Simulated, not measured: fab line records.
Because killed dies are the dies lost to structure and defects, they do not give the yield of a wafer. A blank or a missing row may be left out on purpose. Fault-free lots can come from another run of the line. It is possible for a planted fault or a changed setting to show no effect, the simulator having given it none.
Which of the tools did it? :: flow gf180mcu :: Sampling: 12 lots, 36 wafers, 4 of 602 route steps

== WHAT EACH GAUGE READ, for each wafer ==
GF_M3_THK_MEAS_06: measures by xrf.
lot: L769
measured: day 20 09:49
on: film-metro-04
M3_ALCU_THK (nm): 464 465 459

lot: L771
measured: day 21 19:41
on: film-metro-04
M3_ALCU_THK (nm): 466 461 458

lot: L776
measured: day 23 07:11
on: film-metro-02
M3_ALCU_THK (nm): 463 462 465

lot: L777
measured: day 23 23:08
on: film-metro-01
M3_ALCU_THK (nm): 460 466 458

lot: L781
measured: day 24 15:41
on: film-metro-01
M3_ALCU_THK (nm): 456 453 447

lot: L782
measured: day 25 10:56
on: film-metro-01
M3_ALCU_THK (nm): 452 457 454

lot: L783
measured: day 25 12:24
on: film-metro-04
M3_ALCU_THK (nm): 455 448 462

lot: L784
measured: day 25 23:49
on: film-metro-04
M3_ALCU_THK (nm): 458 458 459

lot: L785
measured: day 26 00:46
on: film-metro-01
M3_ALCU_THK (nm): 462 460 461

lot: L786
measured: day 26 04:31
on: film-metro-04
M3_ALCU_THK (nm): 460 457 459

lot: L789
measured: day 26 21:47
on: film-metro-01
M3_ALCU_THK (nm): 458 461 458

lot: L788
measured: day 27 01:31
on: film-metro-04
M3_ALCU_THK (nm): 458 459 457

GF_V3_CD_MEAS_14: the cd target is 260 nm.
lot: L769
measured: day 22 09:37
on: cd-sem-02
cd-nm (nm): 261.8 261.8 262.7

lot: L771
measured: day 23 19:11
on: cd-sem-02
cd-nm (nm): 260.0 259.3 261.0

lot: L776
measured: day 25 05:43
on: cd-sem-02
cd-nm (nm): 260.9 259.5 258.4

lot: L777
measured: day 25 20:12
on: cd-sem-02
cd-nm (nm): 273.9 272.9 272.9

lot: L781
measured: day 26 10:37
on: cd-sem-02
cd-nm (nm): 269.2 268.8 268.7

lot: L782
measured: day 27 04:51
on: cd-sem-01
cd-nm (nm): 260.2 259.9 259.2

lot: L783
measured: day 27 06:14
on: cd-sem-01
cd-nm (nm): 260.5 259.9 260.6

lot: L784
measured: day 27 16:43
on: cd-sem-01
cd-nm (nm): 261.7 262.2 260.3

lot: L785
measured: day 27 19:14
on: cd-sem-01
cd-nm (nm): 258.7 258.5 258.8

lot: L786
measured: day 27 22:22
on: cd-sem-01
cd-nm (nm): 260.9 259.9 259.4

lot: L789
measured: day 28 13:31
on: cd-sem-01
cd-nm (nm): 257.9 257.4 257.7

lot: L788
measured: day 28 18:26
on: cd-sem-02
cd-nm (nm): 257.9 257.3 256.7

== WHAT TOOL EACH LOT RAN ON (gives the tool, then ch and the chambers of the sampled wafers, and finally the start) ==
lot: L769
GF_V3_CVD_02: pecvd-03 ch 1,2, day 21 10:02
GF_V3_EXPOSE_11: krf-scanner-01 ch 0, day 21 22:16

lot: L771
GF_V3_CVD_02: pecvd-03 ch 0,1, day 22 19:46
GF_V3_EXPOSE_11: krf-scanner-02 ch 0, day 23 07:18

lot: L776
GF_V3_CVD_02: pecvd-03 ch 0,2, day 24 06:58
GF_V3_EXPOSE_11: krf-scanner-02 ch 0, day 24 19:31

lot: L777
GF_V3_CVD_02: pecvd-03 ch 0,2, day 24 21:58
GF_V3_EXPOSE_11: krf-scanner-02 ch 0, day 25 09:26

lot: L781
GF_V3_CVD_02: pecvd-04 ch 0,2, day 25 13:46
GF_V3_EXPOSE_11: krf-scanner-02 ch 0, day 26 00:41

lot: L782
GF_V3_CVD_02: pecvd-01 ch 0,1,2, day 26 08:17
GF_V3_EXPOSE_11: krf-scanner-01 ch 0, day 26 19:04

lot: L783
GF_V3_CVD_02: pecvd-01 ch 0,1,2, day 26 09:22
GF_V3_EXPOSE_11: krf-scanner-01 ch 0, day 26 20:11

lot: L784
GF_V3_CVD_02: pecvd-03 ch 0,1,2, day 26 20:37
GF_V3_EXPOSE_11: krf-scanner-01 ch 0, day 27 07:07

lot: L785
GF_V3_CVD_02: pecvd-04 ch 0,1,2, day 26 22:40
GF_V3_EXPOSE_11: krf-scanner-01 ch 0, day 27 09:36

lot: L786
GF_V3_CVD_02: pecvd-03 ch 1,2, day 27 01:35
GF_V3_EXPOSE_11: krf-scanner-01 ch 0, day 27 12:49

lot: L789
GF_V3_CVD_02: pecvd-04 ch 1,2, day 27 17:59
GF_V3_EXPOSE_11: krf-scanner-01 ch 0, day 28 04:23

lot: L788
GF_V3_CVD_02: pecvd-04 ch 0,1,2, day 27 22:56
GF_V3_EXPOSE_11: krf-scanner-01 ch 0, day 28 09:26
- GF_V3_CVD_02: deposits SiO2 from TEOS, target thk 850 nm, time 94.851 s.
- GF_V3_EXPOSE_11: exposes mask Via3, target cd 260 nm.

== AS READ BY THE TOOLS THEMSELVES (means over the sampled wafers that have a number; for cases with no such wafer, the mark the record gives instead) ==
GF_V3_CVD_02.
lot: L769
tool: pecvd-03
heater-power-w (W): 565

lot: L771
tool: pecvd-03
heater-power-w (W): 615

lot: L776
tool: pecvd-03
heater-power-w (W): 589

lot: L777
tool: pecvd-03
heater-power-w (W): 572

lot: L781
tool: pecvd-04
heater-power-w (W): 776

lot: L782
tool: pecvd-01
heater-power-w (W): 716

lot: L783
tool: pecvd-01
heater-power-w (W): 679

lot: L784
tool: pecvd-03
heater-power-w (W): 599

lot: L785
tool: pecvd-04
heater-power-w (W): 711

lot: L786
tool: pecvd-03
heater-power-w (W): 600

lot: L789
tool: pecvd-04
heater-power-w (W): 660

lot: L788
tool: pecvd-04
heater-power-w (W): 754

GF_V3_EXPOSE_11.
lot: L769
tool: krf-scanner-01
exposure-dose-mJ-cm2: 38.26

lot: L771
tool: krf-scanner-02
exposure-dose-mJ-cm2: 37.88

lot: L776
tool: krf-scanner-02
exposure-dose-mJ-cm2: 37.90

lot: L777
tool: krf-scanner-02
exposure-dose-mJ-cm2: 41.11

lot: L781
tool: krf-scanner-02
exposure-dose-mJ-cm2: 40.51

lot: L782
tool: krf-scanner-01
exposure-dose-mJ-cm2: 38.26

lot: L783
tool: krf-scanner-01
exposure-dose-mJ-cm2: 38.26

lot: L784
tool: krf-scanner-01
exposure-dose-mJ-cm2: 38.24

lot: L785
tool: krf-scanner-01
exposure-dose-mJ-cm2: 38.27

lot: L786
tool: krf-scanner-01
exposure-dose-mJ-cm2: 38.27

lot: L789
tool: krf-scanner-01
exposure-dose-mJ-cm2: 38.19

lot: L788
tool: krf-scanner-01
exposure-dose-mJ-cm2: 38.24

== THE ANSWER, worked out from the rows above alone ==
Rule: the lots themselves supply what counts as usual. The widest of any qualifying gaps counts: lots, ordered by their means at a reading, are off when they make up no more than a third of the lots, leave a main group of 4 or more, and stand apart from it by 3 or more times the standard deviation of that group's means. The tables above print the reading to a certain number of digits; a main group whose means all agree to those digits is not used. A lot without any number at a reading at which 4 lots or more have one is off too. Where the step has rows for the other lots, those lots are counted as sound. The gauges are gone through in route order, then the tools' own readings, and for those a lot's mean is taken as printed above. At the first step where some lot is off, the reading lying furthest off is the one used; lots without a number count as furthest.
Off: L777, L781 (GF_V3_CD_MEAS_14, cd-nm). The main group: mean 259.7 nm, standard deviation 1.4.
If a tool, at a process step before that reading, ran all the lots that are off and no sound lot after the first of them, it fits. The gauges at GF_V3_CD_MEAS_14 aren't tried: what is off there is off at GF_V3_EXPOSE_11 too, on other tools, and a gauge's error can't cause that. One candidate fits, namely krf-scanner-02 at GF_V3_EXPOSE_11. Its last sound lot is L776 (day 24 19:31), its first lot that is off L777 (day 25 09:26): a fault that began between those two fits.
The tool's own readings at GF_V3_EXPOSE_11 bear it out: on the lots that are off they differ by more than 5 times the standard deviation of the sound lots' means. exposure-dose-mJ-cm2 reads 40.81 there against 38.18 on the sound lots.

== WHAT THE SIMULATOR HAD INSERTED ==
Drift in process parameters on krf-scanner-02 at GF_V3_EXPOSE_11, starting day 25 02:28. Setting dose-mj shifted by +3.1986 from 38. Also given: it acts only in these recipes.
Struck lots among those shown: L777, L781. The rule given above showed the same thing.
